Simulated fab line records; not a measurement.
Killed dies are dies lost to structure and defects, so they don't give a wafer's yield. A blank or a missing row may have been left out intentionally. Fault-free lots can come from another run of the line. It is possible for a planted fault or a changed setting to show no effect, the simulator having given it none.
Which of the tools did it? + flow sky130 + Sampling: 11 lots, 33 wafers, 5 of 708 route steps

== WHAT THE GAUGES READ, wafer by wafer ==
SKY_METAL1_OVL_MEAS_16. Usual: METAL1_OVL gives 2 nm (standard deviation 4.6).
| lot  | measured     | on         | METAL1_OVL (nm) | flag |
|------|--------------|------------|-----------------|------|
| L363 | day 33 08:36 | overlay-01 | 2 -3 -1         |      |
| L366 | day 34 09:15 | overlay-01 | 2 -1 -1         |      |
| L365 | day 34 13:37 | overlay-01 | 1 7 0           |      |
| L367 | day 34 21:24 | overlay-02 | 2 8 5           |      |
| L369 | day 35 12:05 | overlay-01 | 2 6 9           |      |
| L370 | day 35 20:11 | overlay-02 | 0 -2 2          |      |
| L371 | day 36 00:25 | overlay-01 | -1 -2 3         |      |
| L373 | day 37 01:03 | overlay-02 | 0 1 -3          |      |
| L377 | day 37 15:20 | overlay-02 | 1 -5 -3         |      |
| L381 | day 38 16:17 | overlay-01 | 0 7 0           |      |
| L385 | day 40 09:17 | overlay-02 | -3 -10 -6       |      |

SKY_VIA1_RS_MEAS_22: measurement is done with a four-point probe. Usual: VIA1_W_RS gives 0.425 ohm/sq (standard deviation 0.0053).
| lot  | measured     | on            | VIA1_W_RS (ohm/sq) | flag |
|------|--------------|---------------|--------------------|------|
| L363 | day 34 14:44 | film metro-02 | 0.427 0.430 0.426  |      |
| L366 | day 35 13:07 | film metro-02 | 0.419 0.421 0.419  |      |
| L365 | day 35 19:05 | film metro-03 | 0.431 0.421 0.419  |      |
| L367 | day 36 01:51 | film metro-03 | 0.419 0.423 0.420  |      |
| L369 | day 36 16:34 | film metro-02 | 0.434 0.422 0.430  |      |
| L370 | day 37 01:13 | film metro-03 | 0.420 0.426 0.418  |      |
| L371 | day 37 05:02 | film metro-04 | 0.423 0.429 0.419  |      |
| L373 | day 38 05:06 | film metro-03 | 0.422 0.421 0.422  |      |
| L377 | day 38 19:01 | film metro-03 | 0.415 0.427 0.420  |      |
| L381 | day 39 19:00 | film metro-03 | 0.423 0.415 0.425  |      |
| L385 | day 41 11:44 | film metro-03 | 0.424 0.432 0.424  |      |

== TOOL THAT RAN EACH LOT (tool first, then ch and the chambers of the sampled wafers, then the start) ==
| lot  | SKY_METAL1_DESCUM_17              | SKY_VIA1_ETCH_14                   | SKY_VIA1_STRIP_16                    |
|------|-----------------------------------|------------------------------------|--------------------------------------|
| L363 | rie metal-03 ch 1, day 33 08:38   | rie diel-04 ch 0,1,2, day 34 13:25 | plasma asher-03 ch 0,1, day 34 13:30 |
| L366 | rie metal-04 ch 0,1, day 34 09:17 | rie diel-01 ch 1,2,3, day 35 12:13 | plasma asher-03 ch 0,1, day 35 12:20 |
| L365 | rie metal-03 ch 0,1, day 34 13:38 | rie diel-03 ch 0,3, day 35 18:14   | plasma asher-04 ch 0,1, day 35 18:19 |
| L367 | rie metal-04 ch 0,1, day 34 21:26 | rie diel-01 ch 0,1, day 36 01:01   | plasma asher-04 ch 0,1, day 36 01:06 |
| L369 | rie metal-04 ch 0, day 35 12:07   | rie diel-01 ch 0,3, day 36 15:43   | plasma asher-01 ch 0,1, day 36 15:49 |
| L370 | rie metal-04 ch 0,1, day 35 20:13 | rie diel-01 ch 1,2, day 37 00:19   | plasma asher-03 ch 0,1, day 37 00:26 |
| L371 | rie metal-03 ch 0,1, day 36 00:28 | rie diel-03 ch 0,2,3, day 37 04:13 | plasma asher-01 ch 0,1, day 37 04:18 |
| L373 | rie metal-04 ch 0,1, day 37 01:05 | rie diel-03 ch 1,2, day 38 04:16   | plasma asher-04 ch 0,1, day 38 04:21 |
| L377 | rie metal-01 ch 1, day 37 15:23   | rie diel-01 ch 0,2,3, day 38 18:07 | plasma asher-03 ch 0,1, day 38 18:13 |
| L381 | rie metal-01 ch 0,1, day 38 16:19 | rie diel-03 ch 2,3, day 39 18:10   | plasma asher-04 ch 0,1, day 39 18:15 |
| L385 | rie metal-03 ch 1, day 40 09:19   | rie diel-03 ch 1,2, day 41 10:52   | plasma asher-03 ch 0,1, day 41 10:58 |
- SKY_METAL1_DESCUM_17: chemistry O2, time 8 s.
- SKY_VIA1_ETCH_14: etches BARC in N2/H2, stops on SiO2, time 45.9 s, target depth 60 nm.
- SKY_VIA1_STRIP_16: strips in O2/N2.

== AS READ BY THE TOOLS THEMSELVES (means over the sampled wafers that have a number; for cases with no such wafer, the mark the record gives instead) ==
SKY_METAL1_DESCUM_17. Usual: drypump motor current A 5.3 A, standard deviation 0.31; oes product au 0.998 a.u., standard deviation 0.0091.
| lot  | tool         | drypump motor current A (A) | oes product au (a.u.) | flag |
|------|--------------|-----------------------------|-----------------------|------|
| L363 | rie metal-03 | 5.7                         | 1.003                 |      |
| L366 | rie metal-04 | 5.2                         | 1.000                 |      |
| L365 | rie metal-03 | 5.5                         | 0.995                 |      |
| L367 | rie metal-04 | 5.2                         | 1.012                 |      |
| L369 | rie metal-04 | 5.0                         | 0.997                 |      |
| L370 | rie metal-04 | 5.5                         | 0.998                 |      |
| L371 | rie metal-03 | 5.3                         | 0.995                 |      |
| L373 | rie metal-04 | 5.2                         | 0.998                 |      |
| L377 | rie metal-01 | 5.1                         | 0.984                 |      |
| L381 | rie metal-01 | 5.2                         | 0.993                 |      |
| L385 | rie metal-03 | 5.7                         | 1.006                 |      |

SKY_VIA1_ETCH_14. Usual: drypump motor current A 5.8 A, standard deviation 0.58; oes product au 0.854 a.u., standard deviation 0.004; rf fwd power W 495.1 W, standard deviation 2.3; throttle valve pct 13.224 %, standard deviation 0.0088.
| lot  | tool        | drypump motor current A (A) | oes product au (a.u.) | rf fwd power W (W) | throttle valve pct (%) | flag |
|------|-------------|-----------------------------|-----------------------|--------------------|------------------------|------|
| L363 | rie diel-04 | 5.2                         | 0.851                 | 494.0              | 13.234                 |      |
| L366 | rie diel-01 | 5.5                         | 0.854                 | 494.6              | 13.220                 |      |
| L365 | rie diel-03 | 6.3                         | 0.858                 | 497.2              | 13.227                 |      |
| L367 | rie diel-01 | 5.5                         | 0.855                 | 495.5              | 13.235                 |      |
| L369 | rie diel-01 | 5.6                         | 0.857                 | 497.4              | 13.224                 |      |
| L370 | rie diel-01 | 5.5                         | 0.856                 | 575.8              | 13.232                 | OFF  |
| L371 | rie diel-03 | 5.9                         | 0.856                 | 495.8              | 13.229                 |      |
| L373 | rie diel-03 | 5.7                         | 0.854                 | 495.0              | 13.217                 |      |
| L377 | rie diel-01 | 6.0                         | 0.857                 | 574.2              | 13.226                 | OFF  |
| L381 | rie diel-03 | 6.1                         | 0.855                 | 496.1              | 13.222                 |      |
| L385 | rie diel-03 | 5.9                         | 0.857                 | 496.7              | 13.229                 |      |

SKY_VIA1_STRIP_16. Usual: drypump motor current A 6.0 A, standard deviation 0.56; oes product au 0.416 a.u., standard deviation 0.0045; strip time to endpoint s 4.460 s, standard deviation 0.024.
| lot  | tool            | drypump motor current A (A) | oes product au (a.u.) | strip time to endpoint s (s) | flag |
|------|-----------------|-----------------------------|-----------------------|------------------------------|------|
| L363 | plasma asher-03 | 5.9                         | 0.416                 | 4.442                        |      |
| L366 | plasma asher-03 | 6.1                         | 0.416                 | 4.437                        |      |
| L365 | plasma asher-04 | 5.7                         | 0.417                 | 4.473                        |      |
| L367 | plasma asher-04 | 6.2                         | 0.414                 | 4.475                        |      |
| L369 | plasma asher-01 | 5.6                         | 0.417                 | 4.455                        |      |
| L370 | plasma asher-03 | 5.9                         | 0.412                 | 4.364                        | OFF  |
| L371 | plasma asher-01 | 5.9                         | 0.413                 | 4.481                        |      |
| L373 | plasma asher-04 | 6.2                         | 0.417                 | 4.437                        |      |
| L377 | plasma asher-03 | 5.9                         | 0.408                 | 4.378                        | OFF  |
| L381 | plasma asher-04 | 5.7                         | 0.416                 | 4.494                        |      |
| L385 | plasma asher-03 | 6.1                         | 0.420                 | 4.474                        |      |

== THE ANSWER, worked out from the rows above alone ==
Rule: a lot is off if the mean of its wafers that have a number lies more than 3 standard deviations from the usual mean. Also off: a lot with no number at a reading for which 4 or more lots have one. All remaining lots with rows at the step are treated as sound. After the gauges, taken in route order, come the tools' own readings; for these a lot's mean is taken, as printed above. At the first step where some lot is off, the reading lying furthest off is the one used; lots without a number count as furthest.
Off, at SKY_VIA1_ETCH_14 on rf fwd power W: L370, L377.
A tool fits if, at that step or a process step before it, it ran every lot that is off, and no sound lot after the first of them. One candidate fits, namely rie diel-01 at SKY_VIA1_ETCH_14. A fault onset in the window from L369 (day 36 15:43, its last sound lot) to L370 (day 37 00:19, its first lot off) fits.
The tool's own readings at SKY_VIA1_ETCH_14 bear it out: on the lots that are off they differ by more than 5 times the standard deviation of the sound lots' means. rf fwd power W reads 575.0 W there against 495.8 W on the sound lots.

== WHAT THE SIMULATOR HAD PUT IN ==
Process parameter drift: rie diel-01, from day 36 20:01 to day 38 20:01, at SKY_VIA1_ETCH_14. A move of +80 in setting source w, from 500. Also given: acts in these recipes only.
Struck lots among those shown: L370, L377. The rule above found the same.
